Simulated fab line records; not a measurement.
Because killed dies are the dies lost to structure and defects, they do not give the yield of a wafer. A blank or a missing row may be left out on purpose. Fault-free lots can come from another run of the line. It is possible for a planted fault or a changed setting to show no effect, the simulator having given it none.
Matching of chambers -- flow sky130 -- 4 sister chambers for SKY_VIA3_CMP_24 on cmp-01
The step polishes, stops on SiO2, t overpolish 20 s, target thk 0 nm. 36 wafers are shown with their chamber, then 12 later ones without.

WAFERS PAIRED WITH THEIR CHAMBERS
wafer,chamber,motor current A (A),time to endpoint s (s),edge zone pressure frac
L076.1,3,8.6,95,0.994
L076.2,1,11.1,100,1.003
L076.5,0,8.9,100,0.998
L077.2,0,8.2,93,0.999
L077.3,1,12.1,94,1.007
L077.6,2,12.1,93,1.004
L080.3,2,12.5,93,1.007
L080.4,0,8.8,95,1.009
L080.6,2,12.9,92,1.000
L079.3,2,12.1,96,0.995
L079.4,3,8.8,89,0.999
L079.6,1,11.5,93,0.999
L082.1,3,8.6,97,1.009
L082.3,2,12.5,99,0.999
L082.4,0,8.8,99,0.997
L083.2,1,12.1,96,0.997
L083.4,3,8.4,97,1.000
L083.5,3,8.5,96,0.994
L084.4,0,8.8,97,1.002
L084.5,0,8.8,94,1.003
L084.6,3,8.1,97,0.987
L085.1,3,9.0,90,1.003
L085.3,1,12.1,94,1.001
L085.4,2,12.1,94,1.008
L088.1,2,12.5,94,1.012
L088.3,0,8.5,103,1.002
L088.4,3,8.5,95,1.003
L089.1,1,11.5,100,1.000
L089.2,3,8.6,103,1.004
L089.6,0,9.1,99,1.008
L087.2,2,12.1,99,1.005
L087.4,0,8.8,92,0.999
L087.5,0,9.4,95,0.998
L091.2,0,8.7,95,1.005
L091.5,2,12.3,91,1.001
L091.6,3,8.6,92,1.010

SIGNATURES (means of the wafers above)
reading,chamber 0,chamber 1,chamber 2,chamber 3,scatter within a chamber
motor current A,8.800,11.733,12.344,8.570,0.304
time to endpoint s,96.55,96.17,94.56,95.10,3.42
edge zone pressure frac,1.00182,1.00117,1.00344,1.00030,0.00532
Rule: for a wafer and a chamber, the distance is found by dividing, reading by reading, the gap between the wafer's reading and the chamber's mean by the reading's scatter, squaring, summing and taking the root. If the next closest chamber is less than 2 further off than the closest, the wafer can't be placed; otherwise it belongs to the closest. The scatter: the root of (the sum of the squares of (reading less its chamber's mean) over the shown wafers, divided by (wafers less chambers)).

WAFERS WITH NO CHAMBER GIVEN
wafer,motor current A (A),time to endpoint s (s),edge zone pressure frac
L092.4,11.1,98,0.994
L092.5,11.8,92,0.997
L092.6,11.6,98,0.996
L093.1,11.5,91,0.993
L093.4,8.7,96,1.000
L093.5,11.9,92,0.993
L095.4,8.6,95,0.997
L095.5,11.6,96,0.994
L095.6,12.1,95,1.002
L097.2,11.5,104,1.003
L097.4,12.1,98,0.988
L097.5,8.3,96,0.996

EACH ONE'S CHAMBER
wafer,from the rows above,in truth
L092.4,1,1
L092.5,can't be placed: 1 or 2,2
L092.6,can't be placed: 1 or 2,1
L093.1,can't be placed: 1 or 2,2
L093.4,can't be placed: 0 or 3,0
L093.5,can't be placed: 1 or 2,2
L095.4,can't be placed: 3 or 0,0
L095.5,can't be placed: 1 or 2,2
L095.6,can't be placed: 2 or 1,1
L097.2,can't be placed: 1 or 2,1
L097.4,can't be placed: 1 or 2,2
L097.5,can't be placed: 3 or 0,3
1 of 12 placed correctly. Cannot be placed on the basis of these rows: 11; the candidates contain the true chamber in 11. Placed wrongly: 0.
